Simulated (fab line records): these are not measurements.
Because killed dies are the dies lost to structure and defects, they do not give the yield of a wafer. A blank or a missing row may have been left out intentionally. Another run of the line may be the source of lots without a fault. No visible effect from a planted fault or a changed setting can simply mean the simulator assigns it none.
Which of the tools did it? ; flow gf180mcu ; Sampling: 7 lots, 21 wafers, 3 of 602 route steps

## WHAT THE GAUGES SHOWED, per wafer
GF_V2_RS_MEAS_24: measurement is done with a four-point probe.
lot;measured;on;V2_W_RS (ohm/sq)
L262;day 21 13:43;film-metro-04;0.326 0.323 0.329
L266;day 23 04:12;film-metro-02;0.320 0.328 0.327
L268;day 23 19:11;film-metro-02;0.327 0.326 0.321
L270;day 24 19:30;film-metro-04;0.575 0.583 0.569 0.575 0.584 0.569
L278;day 27 02:38;film-metro-04;0.328 0.328 0.324
L280;day 27 15:59;film-metro-01;0.330 0.328 0.327
L282;day 28 02:30;film-metro-04;0.323 0.327 0.324

## WHICH TOOL RAN EACH LOT (tool, then ch and the chambers of the sampled wafers, then the start)
lot;GF_V2_CMP_04;GF_V2_CVD_23
L262;cmp-02 ch 0,1,3, day 20 12:26;cvd-w-01 ch 0,1, day 21 13:37
L266;cmp-01 ch 0,2, day 22 03:45;cvd-w-01 ch 0,1, day 23 04:05
L268;cmp-02 ch 1,2, day 22 19:07;cvd-w-02 ch 0,1, day 23 19:04
L270;cmp-01 ch 1,3, day 23 20:00;cvd-w-02 ch 0,1, day 24 19:22
L278;cmp-01 ch 2,3, day 26 05:01;cvd-w-02 ch 0,1, day 27 02:30
L280;cmp-01 ch 0,1,2, day 26 18:25;cvd-w-02 ch 0,1, day 27 15:53
L282;cmp-02 ch 0,2, day 27 05:29;cvd-w-02 ch 0,1, day 28 02:23
- GF_V2_CMP_04: polishes SiO2.
- GF_V2_CVD_23: deposits W, target thk 350 nm, time 104.94 s.

## THE ANSWER, worked out from the rows above alone
Rule: the lots themselves supply what counts as usual. Put in order of their means at a reading, lots are off if they are a third of the lots or fewer, leave a main group of 4 or more, and stand apart from it by a gap of 3 or more times the standard deviation of the main group's means; of several such gaps the widest counts. The tables above print the reading to a certain number of digits; a main group whose means all agree to those digits is not used. Also off: a lot with no number at a reading for which 4 or more lots have one. Where the step has rows for the other lots, those lots are counted as sound.
Off: L270, seen at GF_V2_RS_MEAS_24 (V2_W_RS). The main group has a mean of 0.326 ohm/sq with a standard deviation of 0.0013.
A tool fits if, at a process step before that reading, it ran every lot that is off, and no sound lot after the first of them. Those tools and the gauges at GF_V2_RS_MEAS_24 are tried in the same way. Of those tried, none fits.

## WHAT WAS PUT IN BY THE SIMULATOR
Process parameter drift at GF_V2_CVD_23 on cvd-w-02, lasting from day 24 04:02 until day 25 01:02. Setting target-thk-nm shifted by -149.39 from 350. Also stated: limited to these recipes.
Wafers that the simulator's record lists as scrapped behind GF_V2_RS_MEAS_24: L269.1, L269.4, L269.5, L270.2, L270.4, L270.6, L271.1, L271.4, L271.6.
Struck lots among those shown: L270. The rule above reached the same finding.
